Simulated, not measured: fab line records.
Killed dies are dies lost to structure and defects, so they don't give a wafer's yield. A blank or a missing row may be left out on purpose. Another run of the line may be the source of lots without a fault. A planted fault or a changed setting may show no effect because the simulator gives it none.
Matching of chambers | flow gf180mcu | GF_V4_CMP_26 on cmp-02: 4 sister chambers
The step polishes, stops on SiO2, t overpolish 15 s, target thk 0 nm. 14 wafers are shown with their chamber, then 7 later ones without.

## WAFERS, EACH WITH ITS CHAMBER
wafer  | chamber | motor current A (A) | time to endpoint s (s)
L696.1 | 3       | 10.4                | 83.9
L696.2 | 2       | 10.2                | 88.5
L696.6 | 2       | 10.6                | 83.9
L697.1 | 0       | 11.8                | 86.7
L697.2 | 2       | 10.4                | 86.5
L697.4 | 1       | 11.9                | 89.5
L698.1 | 3       | 9.7                 | 86.1
L698.5 | 0       | 12.3                | 80.7
L698.6 | 1       | 11.3                | 84.2
L703.3 | 0       | 12.0                | 83.8
L703.5 | 3       | 10.8                | 84.0
L703.6 | 2       | 10.5                | 85.3
L714.2 | 3       | 9.9                 | 84.6
L714.3 | 0       | 11.2                | 83.3

SIGNATURES (averages over the wafers above)
reading            | chamber 0 | chamber 1 | chamber 2 | chamber 3 | scatter within a chamber
motor current A    | 11.825    | 11.600    | 10.425    | 10.200    | 0.407
time to endpoint s | 83.625    | 86.850    | 86.050    | 84.650    | 2.16
Rule: for a wafer and a chamber, the distance is found by dividing, reading by reading, the gap between the wafer's reading and the chamber's mean by the reading's scatter, squaring, summing and taking the root. The wafer belongs to the nearest chamber; if the next one is less than 2 further off, it can't be placed. The scatter is the square root of a quotient: the sum, over the shown wafers, of each reading's squared deviation from its chamber's mean, divided by wafers minus chambers.

## WAFERS MISSING THEIR CHAMBER
wafer  | motor current A (A) | time to endpoint s (s)
L714.5 | 12.2                | 89.7
L716.3 | 11.4                | 84.9
L716.4 | 12.2                | 87.2
L716.6 | 11.8                | 86.6
L717.4 | 12.4                | 85.9
L717.5 | 11.8                | 86.6
L717.6 | 10.8                | 89.1

## THE CHAMBER EACH PASSED THROUGH
wafer  | from the rows above               | in truth
L714.5 | can't be placed: 1 or 0           | 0
L716.3 | can't be placed: 1 or 0 or 2 or 3 | 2
L716.4 | can't be placed: 1 or 0           | 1
L716.6 | can't be placed: 1 or 0           | 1
L717.4 | can't be placed: 0 or 1           | 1
L717.5 | can't be placed: 1 or 0           | 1
L717.6 | can't be placed: 2 or 1 or 3 or 0 | 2
0 of 7 placed correctly. Cannot be placed on the basis of these rows: 7; the candidates contain the true chamber in 7. 0 placed wrongly.
